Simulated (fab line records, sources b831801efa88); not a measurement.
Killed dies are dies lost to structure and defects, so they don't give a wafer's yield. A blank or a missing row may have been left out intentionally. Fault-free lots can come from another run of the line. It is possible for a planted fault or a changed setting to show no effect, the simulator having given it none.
What tool caused it? + flow sky130 + 42 wafers from 14 lots sampled at 2 of the route's 708 steps

## WHAT EACH GAUGE READ, for each wafer
SKY_RES_XHIGH_TW_MEAS_09. Usual: RES_XHIGH_TW 1624, standard deviation 14.
| lot  | measured     | on           | RES_XHIGH_TW   | flag |
|------|--------------|--------------|----------------|------|
| L251 | day 26 01:35 | filmMetro-01 | 1620 1620 1624 |      |
| L252 | day 26 11:06 | filmMetro-03 | 1639 1646 1639 |      |
| L253 | day 27 01:31 | filmMetro-01 | 1632 1626 1630 |      |
| L254 | day 27 08:38 | filmMetro-01 | 1636 1636 1644 |      |
| L255 | day 27 17:52 | filmMetro-01 | 1634 1629 1631 |      |
| L256 | day 28 00:14 | filmMetro-02 | 1604 1592 1609 |      |
| L257 | day 28 15:35 | filmMetro-03 | 1635 1643 1635 |      |
| L258 | day 28 20:22 | filmMetro-02 | 1613 1595 1611 |      |
| L259 | day 29 09:36 | filmMetro-03 | 1632 1632 1618 |      |
| L260 | day 30 19:17 | filmMetro-03 | 1635 1628 1623 |      |
| L263 | day 31 02:49 | filmMetro-03 | 1642 1626 1642 |      |
| L269 | day 32 22:16 | filmMetro-01 | 30 30 30       | OFF  |
| L270 | day 33 01:48 | filmMetro-03 | 30 30 30       | OFF  |
| L274 | day 34 01:29 | filmMetro-02 | 1600 1599 1612 |      |

## TOOL THAT RAN EACH LOT (tool first, then ch and the chambers of the sampled wafers, then the start)
| lot  | SKY_RES_XHIGH_EXPOSE_04            |
|------|------------------------------------|
| L251 | ilineStepper-01 ch 0, day 25 11:02 |
| L252 | ilineStepper-01 ch 0, day 25 20:55 |
| L253 | ilineStepper-02 ch 0, day 26 10:58 |
| L254 | ilineStepper-01 ch 0, day 26 18:34 |
| L255 | ilineStepper-01 ch 0, day 27 03:45 |
| L256 | ilineStepper-02 ch 0, day 27 10:05 |
| L257 | ilineStepper-02 ch 0, day 28 01:21 |
| L258 | ilineStepper-01 ch 0, day 28 06:02 |
| L259 | ilineStepper-02 ch 0, day 28 19:55 |
| L260 | ilineStepper-01 ch 0, day 30 06:02 |
| L263 | ilineStepper-02 ch 0, day 30 12:50 |
| L269 | ilineStepper-01, day 32 08:35      |
| L270 | ilineStepper-01, day 32 12:02      |
| L274 | ilineStepper-01 ch 0, day 33 12:08 |
- SKY_RES_XHIGH_EXPOSE_04: exposes mask URPM, target cd 1270 nm.

## AS READ BY THE TOOLS THEMSELVES (means over the sampled wafers that have a number; for cases with no such wafer, the mark the record gives instead)
SKY_RES_XHIGH_EXPOSE_04. Usual: exposureDoseMJCm2 140.00, standard deviation 0.14; focusOffsetNm -0.1 nm, standard deviation 0.6.
| lot  | tool            | exposureDoseMJCm2 | focusOffsetNm (nm) | flag |
|------|-----------------|-------------------|--------------------|------|
| L251 | ilineStepper-01 | 140.09            | 0.4                |      |
| L252 | ilineStepper-01 | 139.93            | -0.0               |      |
| L253 | ilineStepper-02 | 139.94            | -0.7               |      |
| L254 | ilineStepper-01 | 139.99            | 0.3                |      |
| L255 | ilineStepper-01 | 140.04            | -0.3               |      |
| L256 | ilineStepper-02 | 139.87            | 0.5                |      |
| L257 | ilineStepper-02 | 139.92            | -0.5               |      |
| L258 | ilineStepper-01 | 140.09            | -0.9               |      |
| L259 | ilineStepper-02 | 140.02            | -0.0               |      |
| L260 | ilineStepper-01 | 140.02            | -0.9               |      |
| L263 | ilineStepper-02 | 140.19            | -0.7               |      |
| L269 | ilineStepper-01 | -                 | -                  | OFF  |
| L270 | ilineStepper-01 | -                 | -                  | OFF  |
| L274 | ilineStepper-01 | 140.02            | -0.1               |      |

## THE ANSWER, worked out from the rows above alone
Rule: lot off if the mean of its wafers having a number is beyond 3 standard deviations from the usual mean. A lot without any number at a reading at which 4 lots or more have one is off too. The other lots that the step has rows for count as sound. The gauges are gone through in route order, then the tools' own readings, and for those a lot's mean is taken as printed above. The first step at which some lot is off is used, and at that step the reading that is off furthest; a lot without a number counts as furthest.
Off: L269, L270, at SKY_RES_XHIGH_TW_MEAS_09 (RES_XHIGH_TW).
A tool fits if, at a process step before that reading, it ran every lot that is off, and no sound lot after the first of them. Not tried: the gauges at SKY_RES_XHIGH_TW_MEAS_09; whatever is off there is also off at SKY_RES_XHIGH_EXPOSE_04, on other tools, and gauge error can't account for it. No candidate that was tried fits.

## WHAT THE SIMULATOR HAD INSERTED
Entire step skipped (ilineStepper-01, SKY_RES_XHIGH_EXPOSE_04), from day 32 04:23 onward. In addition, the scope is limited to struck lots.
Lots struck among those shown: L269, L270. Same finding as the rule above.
